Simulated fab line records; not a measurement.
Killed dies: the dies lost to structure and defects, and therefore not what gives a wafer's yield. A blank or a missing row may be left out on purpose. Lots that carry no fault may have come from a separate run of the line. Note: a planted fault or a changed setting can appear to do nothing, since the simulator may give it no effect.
Chamber matching / flow gf180mcu / 4 sister chambers for GF_POLY_GATE_ETCH_13 on rie si-02
The step etches poly-Si in HBr/Cl2, stops on SiO2, target depth 198.5 nm, time 69.6 s. 14 wafers are shown with their chamber, then 7 later ones without.

## EACH WAFER AND ITS CHAMBER
wafer=L238.2; chamber=1; drypump motor current A (A)=5.5; run length s (s)=97.4; throttle valve pct (%)=33.692
wafer=L238.4; chamber=2; drypump motor current A (A)=5.4; run length s (s)=98.2; throttle valve pct (%)=33.693
wafer=L238.6; chamber=3; drypump motor current A (A)=5.5; run length s (s)=97.3; throttle valve pct (%)=33.691
wafer=L239.2; chamber=2; drypump motor current A (A)=5.3; run length s (s)=98.2; throttle valve pct (%)=33.693
wafer=L239.4; chamber=3; drypump motor current A (A)=5.5; run length s (s)=97.3; throttle valve pct (%)=33.691
wafer=L239.6; chamber=1; drypump motor current A (A)=5.5; run length s (s)=97.8; throttle valve pct (%)=33.680
wafer=L242.2; chamber=0; drypump motor current A (A)=6.6; run length s (s)=97.5; throttle valve pct (%)=33.687
wafer=L242.3; chamber=1; drypump motor current A (A)=5.5; run length s (s)=97.6; throttle valve pct (%)=33.693
wafer=L242.5; chamber=3; drypump motor current A (A)=5.5; run length s (s)=97.4; throttle valve pct (%)=33.688
wafer=L243.1; chamber=2; drypump motor current A (A)=5.3; run length s (s)=98.4; throttle valve pct (%)=33.677
wafer=L243.2; chamber=1; drypump motor current A (A)=5.5; run length s (s)=97.9; throttle valve pct (%)=33.673
wafer=L243.3; chamber=0; drypump motor current A (A)=6.6; run length s (s)=97.5; throttle valve pct (%)=33.667
wafer=L246.1; chamber=1; drypump motor current A (A)=5.5; run length s (s)=97.5; throttle valve pct (%)=33.689
wafer=L246.2; chamber=3; drypump motor current A (A)=5.5; run length s (s)=97.3; throttle valve pct (%)=33.672

SIGNATURES, as means of the wafers listed above
reading=drypump motor current A; chamber 0=6.600; chamber 1=5.500; chamber 2=5.333; chamber 3=5.500; scatter within a chamber=0.0258
reading=run length s; chamber 0=97.500; chamber 1=97.640; chamber 2=98.267; chamber 3=97.325; scatter within a chamber=0.144
reading=throttle valve pct; chamber 0=33.67700; chamber 1=33.68540; chamber 2=33.68767; chamber 3=33.68550; scatter within a chamber=0.00958
Rule: a wafer's distance from a chamber is the root of the sum, over the readings, of the square of ((its reading less the chamber's mean) divided by the reading's scatter). The wafer belongs to the nearest chamber; if the next one is less than 2 further off, it can't be placed. The scatter: take each reading less its chamber's mean, square it, sum over the shown wafers, divide by the number of wafers less the number of chambers, and take the root.

## WAFERS WITHOUT THEIR CHAMBER
wafer=L246.4; drypump motor current A (A)=5.3; run length s (s)=98.2; throttle valve pct (%)=33.690
wafer=L258.1; drypump motor current A (A)=5.3; run length s (s)=98.5; throttle valve pct (%)=33.683
wafer=L258.3; drypump motor current A (A)=5.5; run length s (s)=97.8; throttle valve pct (%)=33.688
wafer=L258.5; drypump motor current A (A)=5.5; run length s (s)=97.3; throttle valve pct (%)=33.667
wafer=L259.2; drypump motor current A (A)=5.5; run length s (s)=97.3; throttle valve pct (%)=33.683
wafer=L259.3; drypump motor current A (A)=5.3; run length s (s)=98.2; throttle valve pct (%)=33.688
wafer=L259.6; drypump motor current A (A)=5.5; run length s (s)=97.6; throttle valve pct (%)=33.682

## CHAMBER TAKEN BY EACH
wafer=L246.4; from the rows above=2; in truth=2
wafer=L258.1; from the rows above=2; in truth=2
wafer=L258.3; from the rows above=1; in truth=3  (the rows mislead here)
wafer=L258.5; from the rows above=can't be placed: 3 or 1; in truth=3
wafer=L259.2; from the rows above=3; in truth=3
wafer=L259.3; from the rows above=2; in truth=2
wafer=L259.6; from the rows above=can't be placed: 1 or 3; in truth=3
Correct placement for 4 of the 7. Unplaceable from these rows: 2, with the true chamber sitting among the candidates in 2. 1 placed wrongly.
